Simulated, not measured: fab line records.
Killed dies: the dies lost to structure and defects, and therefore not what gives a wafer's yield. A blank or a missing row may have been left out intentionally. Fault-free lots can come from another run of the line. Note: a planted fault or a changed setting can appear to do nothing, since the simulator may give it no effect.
Which tool did it? ; flow gf180mcu ; Sampling: 12 lots, 36 wafers, 6 of 602 route steps

## WHAT THE GAUGES SHOWED, per wafer
GF_CONTACT_OVL_MEAS_15.
lot;measured;on;CONTACT_OVL (nm)
L272;day 16 04:53;overlay-01;-7 -3 -4
L273;day 16 19:43;overlay-02;-6 -4 -7
L277;day 18 10:31;overlay-01;-2 -10 -4
L280;day 19 18:31;overlay-02;0 -3 -2
L282;day 19 19:16;overlay-01;4 6 2
L285;day 21 10:06;overlay-02;4 0 5
L286;day 21 11:16;overlay-02;-7 0 -4
L287;day 21 23:52;overlay-02;-6 1 7
L288;day 22 01:08;overlay-02;-4 -1 1
L293;day 23 07:46;overlay-02;1 5 1
L294;day 23 18:22;overlay-01;6 2 3
L295;day 23 19:58;overlay-02;4 6 4

GF_M1_RS_MEAS_05: the measuring method here is four-point-probe.
lot;measured;on;M1_ALCU_RS (ohm/sq)
L272;day 16 06:19;filmMetro-02;0.0693 0.0682 0.0694
L273;day 16 21:15;filmMetro-01;0.0688 0.0701 0.0700
L277;day 18 11:55;filmMetro-02;0.0695 0.0700 0.0704
L280;day 19 19:55;filmMetro-01;0.0687 0.0694 0.0692
L282;day 19 20:41;filmMetro-01;0.0702 0.0698 0.0714
L285;day 21 11:37;filmMetro-02;7.1362 7.1081 7.0963
L286;day 21 12:46;filmMetro-02;7.1602 7.0598 7.1272
L287;day 22 01:25;filmMetro-01;7.1755 7.0936 7.1606
L288;day 22 02:41;filmMetro-04;0.0698 0.0692 0.0689
L293;day 23 09:10;filmMetro-02;0.0695 0.0688 0.0692
L294;day 23 19:48;filmMetro-04;0.0707 0.0710 0.0702
L295;day 23 21:23;filmMetro-02;0.0694 0.0698 0.0699

GF_M1_THK_MEAS_06: measures by xrf.
lot;measured;on;M1_ALCU_THK (nm)
L272;day 16 06:25;filmMetro-02;463 468 462
L273;day 16 21:22;filmMetro-01;464 454 459
L277;day 18 12:02;filmMetro-02;460 455 452
L280;day 19 20:02;filmMetro-01;456 455 456
L282;day 19 20:48;filmMetro-01;451 454 444
L285;day 21 11:44;filmMetro-02;<0 <0 <0
L286;day 21 12:53;filmMetro-02;<0 <0 <0
L287;day 22 01:31;filmMetro-01;<0 <0 <0
L288;day 22 02:47;filmMetro-04;454 457 457
L293;day 23 09:17;filmMetro-02;459 464 460
L294;day 23 19:55;filmMetro-04;449 446 452
L295;day 23 21:29;filmMetro-02;456 455 454

GF_M1_CD_MEAS_14: target cd 230 nm.
lot;measured;on;cdNm (nm)
L272;day 17 04:20;cdSem-01;232.0 231.1 231.7
L273;day 17 20:25;cdSem-01;228.5 228.8 227.5
L277;day 19 11:29;cdSem-02;231.4 230.6 231.7
L280;day 20 19:56;cdSem-01;231.4 231.1 231.1
L282;day 20 20:38;cdSem-01;231.2 232.4 231.5
L285;day 22 10:38;cdSem-02;230.2 231.0 229.1
L286;day 22 12:26;cdSem-02;230.5 229.9 229.6
L287;day 23 00:34;cdSem-01;229.5 229.3 229.4
L288;day 23 01:44;cdSem-01;230.0 228.4 228.4
L293;day 24 06:56;cdSem-02;228.4 228.2 228.7
L294;day 24 17:12;cdSem-02;229.3 228.8 229.3
L295;day 24 19:30;cdSem-02;230.4 228.9 229.5

## WHICH TOOL RAN EACH LOT (tool, then ch and the chambers of the sampled wafers, then the start)
lot;GF_CONTACT_SPUTTER_23;GF_M1_SPUTTER_02
L272;pvdSputter-01, day 16 05:26;pvdSputter-02, day 16 06:11
L273;pvdSputter-03, day 16 20:23;pvdSputter-02, day 16 21:08
L277;pvdSputter-02, day 18 11:04;pvdSputter-01, day 18 11:49
L280;pvdSputter-03, day 19 19:05;pvdSputter-01, day 19 19:50
L282;pvdSputter-03, day 19 19:50;pvdSputter-01, day 19 20:35
L285;pvdSputter-02, day 21 10:46;pvdSputter-01, day 21 11:31
L286;pvdSputter-03, day 21 11:56;pvdSputter-04, day 21 12:41
L287;pvdSputter-01, day 22 00:26;pvdSputter-02, day 22 01:17
L288;pvdSputter-01, day 22 01:41;pvdSputter-02, day 22 02:32
L293;pvdSputter-03, day 23 08:20;pvdSputter-02, day 23 09:05
L294;pvdSputter-03, day 23 18:56;pvdSputter-02, day 23 19:41
L295;pvdSputter-02, day 23 20:31;pvdSputter-02, day 23 21:16
- GF_CONTACT_SPUTTER_23: material TiN, target thk 10 nm, time 40 s.
- GF_M1_SPUTTER_02: material AlCu, target thk 450 nm, time 23.9 s.

## WHAT THE TOOLS THEMSELVES READ (means of the sampled wafers that have a number; where no wafer has one, the mark that the record gives instead)
GF_CONTACT_SPUTTER_23.
lot;tool;cathodeDcPowerW (W);chamberPressurePa (Pa);throttleValvePct (%)
L272;pvdSputter-01;4000.1;4.997;29.7
L273;pvdSputter-03;3999.9;5.003;29.8
L277;pvdSputter-02;4000.2;5.009;30.5
L280;pvdSputter-03;4000.5;4.997;30.0
L282;pvdSputter-03;4000.3;4.993;29.9
L285;pvdSputter-02;4000.1;5.000;29.8
L286;pvdSputter-03;3999.5;4.997;30.4
L287;pvdSputter-01;4000.0;4.997;30.5
L288;pvdSputter-01;4000.2;4.994;30.5
L293;pvdSputter-03;4000.6;4.997;29.7
L294;pvdSputter-03;4000.1;5.003;30.2
L295;pvdSputter-02;4000.0;4.993;30.5

GF_M1_SPUTTER_02.
lot;tool;cathodeDcPowerW (W);chamberPressurePa (Pa);throttleValvePct (%)
L272;pvdSputter-02;10600;0.3997;29.8
L273;pvdSputter-02;10601;0.3999;30.4
L277;pvdSputter-01;10601;0.3996;29.2
L280;pvdSputter-01;10601;0.3999;28.5
L282;pvdSputter-01;10599;0.3995;29.7
L285;pvdSputter-01;-;-;-
L286;pvdSputter-04;-;-;-
L287;pvdSputter-02;-;-;-
L288;pvdSputter-02;10601;0.4000;29.9
L293;pvdSputter-02;10601;0.3997;29.9
L294;pvdSputter-02;10599;0.3999;29.7
L295;pvdSputter-02;10601;0.4002;30.4

## THE ANSWER, worked out from the rows above alone
Rule: the lots themselves supply what counts as usual. Put in order of their means at a reading, lots are off if they are a third of the lots or fewer, leave a main group of 4 or more, and stand apart from it by a gap of 3 or more times the standard deviation of the main group's means; of several such gaps the widest counts. A main group whose means are all the same, to the digits that the tables above print for the reading, isn't used. A lot without any number at a reading at which 4 lots or more have one is off too. All remaining lots with rows at the step are treated as sound. First the gauges in route order, then the tools' own readings, where a lot's mean is used as printed above. At the first step where some lot is off, the reading lying furthest off is the one used; lots without a number count as furthest.
Off: L285, L286, L287, at GF_M1_RS_MEAS_05 (M1_ALCU_RS). The main group: mean 0.0697 ohm/sq, standard deviation 0.00056.
If a tool, at a process step before that reading, ran all the lots that are off and no sound lot after the first of them, it fits. The gauges at GF_M1_RS_MEAS_05 aren't tried: what is off there is off at GF_M1_SPUTTER_02 too, on other tools, and a gauge's error can't cause that. Not one of the candidates tried fits.

## WHAT THE SIMULATOR PUT IN
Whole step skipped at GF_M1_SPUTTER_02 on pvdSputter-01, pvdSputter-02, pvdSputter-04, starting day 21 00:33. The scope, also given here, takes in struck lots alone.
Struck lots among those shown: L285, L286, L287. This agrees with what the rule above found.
